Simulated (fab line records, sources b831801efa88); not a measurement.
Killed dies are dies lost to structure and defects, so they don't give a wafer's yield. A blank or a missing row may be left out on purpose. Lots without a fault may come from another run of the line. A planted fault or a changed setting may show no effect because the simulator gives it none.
Which tool did it? | flow sky130 | 12 lots, 36 wafers sampled, at 5 steps of a route of 708

WHAT THE GAUGES READ, wafer by wafer
The record holds no reading of a measuring or inspecting step that can be judged against a usual standard deviation.

WHICH TOOL RAN EACH LOT (tool, then ch and the chambers of the sampled wafers, then the start)
lot  | SKY_POLY_GATE_CLEAN_19          | SKY_VIA4_STRIP_13                    | SKY_METAL5_SPUTTER_04        | SKY_PASSIVATION_STRIP_12             | SKY_PAD_OPEN_PROBE_99
L491 | wet_bench-02 ch 0, day 16 10:13 | plasma_asher-01 ch 0,1, day 42 21:07 | pvd_sputter-02, day 42 22:32 | plasma_asher-04 ch 0,1, day 44 20:40 | prober-01, day 45 20:34
L493 | wet_bench-02 ch 1, day 17 11:20 | plasma_asher-04 ch 0,1, day 43 15:11 | pvd_sputter-01, day 43 16:35 | plasma_asher-03 ch 0,1, day 45 13:19 | prober-01, day 46 11:35
L495 | wet_bench-02 ch 2, day 18 02:52 | plasma_asher-01 ch 0,1, day 44 04:58 | pvd_sputter-02, day 44 06:22 | plasma_asher-03 ch 0,1, day 46 02:34 | prober-01, day 47 01:14
L496 | wet_bench-01 ch 1, day 18 18:52 | plasma_asher-03 ch 0,1, day 44 15:08 | pvd_sputter-03, day 44 16:32 | plasma_asher-03 ch 0,1, day 46 11:12 | prober-02, day 47 09:28
L497 | wet_bench-01 ch 1, day 19 01:23 | plasma_asher-01 ch 0,1, day 44 16:52 | pvd_sputter-03, day 44 18:16 | plasma_asher-02 ch 0,1, day 46 14:25 | -
L498 | wet_bench-02 ch 2, day 19 11:10 | plasma_asher-03 ch 0,1, day 44 23:45 | pvd_sputter-03, day 45 01:09 | plasma_asher-02 ch 0,1, day 46 19:08 | -
L499 | wet_bench-01 ch 3, day 19 21:49 | plasma_asher-01 ch 0,1, day 45 07:31 | pvd_sputter-01, day 45 08:57 | plasma_asher-04 ch 0,1, day 47 02:31 | prober-01, day 47 23:47
L502 | wet_bench-02 ch 2, day 20 17:20 | plasma_asher-03 ch 1, day 46 00:19   | pvd_sputter-01, day 46 01:43 | plasma_asher-03 ch 0,1, day 47 19:15 | -
L504 | wet_bench-02 ch 0, day 21 20:56 | plasma_asher-01 ch 1, day 46 19:03   | pvd_sputter-02, day 46 20:27 | plasma_asher-04 ch 0,1, day 48 12:49 | prober-02, day 49 08:59
L505 | wet_bench-02 ch 1, day 22 08:31 | plasma_asher-03 ch 0, day 47 00:12   | pvd_sputter-03, day 47 01:36 | plasma_asher-04 ch 0,1, day 48 17:07 | prober-01, day 49 13:32
L506 | wet_bench-02 ch 3, day 22 18:32 | plasma_asher-04 ch 0,1, day 47 08:40 | pvd_sputter-01, day 47 10:28 | plasma_asher-03 ch 0,1, day 49 00:41 | prober-02, day 49 20:38
L512 | wet_bench-01 ch 0, day 24 18:14 | plasma_asher-03 ch 0,1, day 48 14:04 | pvd_sputter-03, day 48 15:28 | plasma_asher-04 ch 0,1, day 50 03:37 | -
- SKY_POLY_GATE_CLEAN_19: cleans in SC1/SC2, time 150 s.
- SKY_VIA4_STRIP_13: strips in O2/N2.
- SKY_METAL5_SPUTTER_04: material TiN, target thk 70 nm, time 58.3 s.
- SKY_PASSIVATION_STRIP_12: strips in O2/N2.
- SKY_PAD_OPEN_PROBE_99

WHAT THE TOOLS THEMSELVES READ (means of the sampled wafers that have a number; where no wafer has one, the mark that the record gives instead)
SKY_POLY_GATE_CLEAN_19. Usual: bath_heat_duty_pct 13.2 %, standard deviation 1.7; temp_c 69.99 C, standard deviation 0.11.
lot  | tool         | bath_heat_duty_pct (%) | temp_c (C) | flag
L491 | wet_bench-02 | 14.9                   | 70.05      |
L493 | wet_bench-02 | 11.2                   | 70.01      |
L495 | wet_bench-02 | 15.1                   | 70.10      |
L496 | wet_bench-01 | 11.2                   | 70.11      |
L497 | wet_bench-01 | 11.0                   | 70.03      |
L498 | wet_bench-02 | 15.4                   | 69.90      |
L499 | wet_bench-01 | 14.8                   | 70.04      |
L502 | wet_bench-02 | 15.3                   | 69.89      |
L504 | wet_bench-02 | 15.1                   | 69.99      |
L505 | wet_bench-02 | 10.9                   | 69.94      |
L506 | wet_bench-02 | 14.2                   | 70.00      |
L512 | wet_bench-01 | 14.2                   | 69.92      |

SKY_VIA4_STRIP_13. Usual: drypump_motor_current_A 5.78 A, standard deviation 0.3; oes_product_au 0.710 a.u., standard deviation 0.0044; strip_time_to_endpoint_s 12.799 s, standard deviation 0.029.
lot  | tool            | drypump_motor_current_A (A) | oes_product_au (a.u.) | strip_time_to_endpoint_s (s) | flag
L491 | plasma_asher-01 | 5.73                        | 0.712                 | 12.825                       |
L493 | plasma_asher-04 | 5.73                        | 0.713                 | 12.790                       |
L495 | plasma_asher-01 | 5.93                        | 0.713                 | 12.781                       |
L496 | plasma_asher-03 | 5.79                        | 0.709                 | 12.782                       |
L497 | plasma_asher-01 | 5.77                        | 0.710                 | 12.781                       |
L498 | plasma_asher-03 | 5.79                        | 0.712                 | 12.825                       |
L499 | plasma_asher-01 | 5.73                        | 0.711                 | 12.796                       |
L502 | plasma_asher-03 | 5.44                        | 0.705                 | 12.792                       |
L504 | plasma_asher-01 | 5.53                        | 0.714                 | 12.813                       |
L505 | plasma_asher-03 | 5.97                        | 0.707                 | 12.772                       |
L506 | plasma_asher-04 | 5.94                        | 0.711                 | 12.823                       |
L512 | plasma_asher-03 | 5.79                        | 0.710                 | 12.799                       |

SKY_METAL5_SPUTTER_04. Usual: throttle_valve_pct 30.4 %, standard deviation 1.3.
lot  | tool           | throttle_valve_pct (%) | flag
L491 | pvd_sputter-02 | 31.4                   |
L493 | pvd_sputter-01 | 29.7                   |
L495 | pvd_sputter-02 | 31.6                   |
L496 | pvd_sputter-03 | 30.5                   |
L497 | pvd_sputter-03 | 29.9                   |
L498 | pvd_sputter-03 | 30.6                   |
L499 | pvd_sputter-01 | 30.7                   |
L502 | pvd_sputter-01 | 30.7                   |
L504 | pvd_sputter-02 | 31.2                   |
L505 | pvd_sputter-03 | 30.4                   |
L506 | pvd_sputter-01 | 29.8                   |
L512 | pvd_sputter-03 | 29.2                   |

SKY_PASSIVATION_STRIP_12. Usual: drypump_motor_current_A 5.6 A, standard deviation 0.42; oes_product_au 0.660 a.u., standard deviation 0.0049; strip_time_to_endpoint_s 31.49 s, standard deviation 0.16.
lot  | tool            | drypump_motor_current_A (A) | oes_product_au (a.u.) | strip_time_to_endpoint_s (s) | flag
L491 | plasma_asher-04 | 5.9                         | 0.662                 | 31.49                        |
L493 | plasma_asher-03 | 5.6                         | 0.665                 | 31.63                        |
L495 | plasma_asher-03 | 5.8                         | 0.659                 | 31.50                        |
L496 | plasma_asher-03 | 5.6                         | 0.665                 | 31.39                        |
L497 | plasma_asher-02 | 5.4                         | 0.657                 | 31.44                        |
L498 | plasma_asher-02 | 5.1                         | 0.662                 | 31.40                        |
L499 | plasma_asher-04 | 5.9                         | 0.652                 | 31.58                        |
L502 | plasma_asher-03 | 5.8                         | 0.659                 | 31.54                        |
L504 | plasma_asher-04 | 5.7                         | 0.660                 | 31.34                        |
L505 | plasma_asher-04 | 5.7                         | 0.656                 | 31.59                        |
L506 | plasma_asher-03 | 5.6                         | 0.656                 | 31.52                        |
L512 | plasma_asher-04 | 5.9                         | 0.659                 | 31.34                        |

SKY_PAD_OPEN_PROBE_99. Usual: killed_at_M0_to_M3 44, standard deviation 7.3; killed_at_M4_up 3.1, standard deviation 1.6; killed_at_contacts 24, standard deviation 5.4; killed_at_front_end 15, standard deviation 4; killed_at_other 0.2, standard deviation 0.49; killed_dies 86, standard deviation 10; killed_on_rim 17, standard deviation 3.7; killed_open 48, standard deviation 7.3; killed_short 38, standard deviation 6.3.
lot  | tool      | killed_at_M0_to_M3 | killed_at_M4_up | killed_at_contacts | killed_at_front_end | killed_at_other | killed_dies | killed_on_rim | killed_open | killed_short | flag
L491 | prober-01 | 43                 | 3.3             | 20                 | 18                  | 0.0             | 85          | 19            | 46          | 39           |
L493 | prober-01 | 37                 | 4.3             | 22                 | 11                  | 0.7             | 75          | 18            | 42          | 33           |
L495 | prober-01 | 35                 | 3.7             | 20                 | 16                  | 0.0             | 74          | 16            | 44          | 30           |
L496 | prober-02 | 41                 | 2.7             | 23                 | 15                  | 0.3             | 82          | 17            | 49          | 33           |
L499 | prober-01 | 43                 | 5.0             | 21                 | 12                  | 0.0             | 81          | 15            | 38          | 43           |
L504 | prober-02 | 46                 | 2.7             | 24                 | 11                  | 0.3             | 85          | 19            | 46          | 38           |
L505 | prober-01 | 47                 | 3.7             | 22                 | 67                  | 0.0             | 139         | 29            | 47          | 36           | OFF
L506 | prober-02 | 46                 | 2.3             | 24                 | 40                  | 0.0             | 112         | 28            | 46          | 39           | OFF

THE ANSWER, worked out from the rows above alone
Rule: a lot is off if the mean of its wafers that have a number lies more than 3 standard deviations from the usual mean. A lot without any number at a reading at which 4 lots or more have one is off too. The other lots that the step has rows for count as sound. The gauges are gone through in route order, then the tools' own readings, and for those a lot's mean is taken as printed above. The first step at which some lot is off is used, and at that step the reading that is off furthest; a lot without a number counts as furthest.
Off: L505, L506, at SKY_PAD_OPEN_PROBE_99 (killed_at_front_end). Neither off nor sound, because the step has no rows for them: L497, L498, L502, L512.
A tool fits if, at that step or a process step before it, it ran every lot that is off, and no sound lot after the first of them. One fits: wet_bench-02 at SKY_POLY_GATE_CLEAN_19. Its last sound lot is L504 (day 21 20:56), its first lot that is off L505 (day 22 08:31): a fault that began between those two fits.

WHAT THE SIMULATOR HAD PUT IN
Chamber particle source: wet_bench-02, from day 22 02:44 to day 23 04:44, at SKY_POLY_GATE_CLEAN_19. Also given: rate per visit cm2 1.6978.
Lots struck among those shown: L505, L506. The rule above found the same.
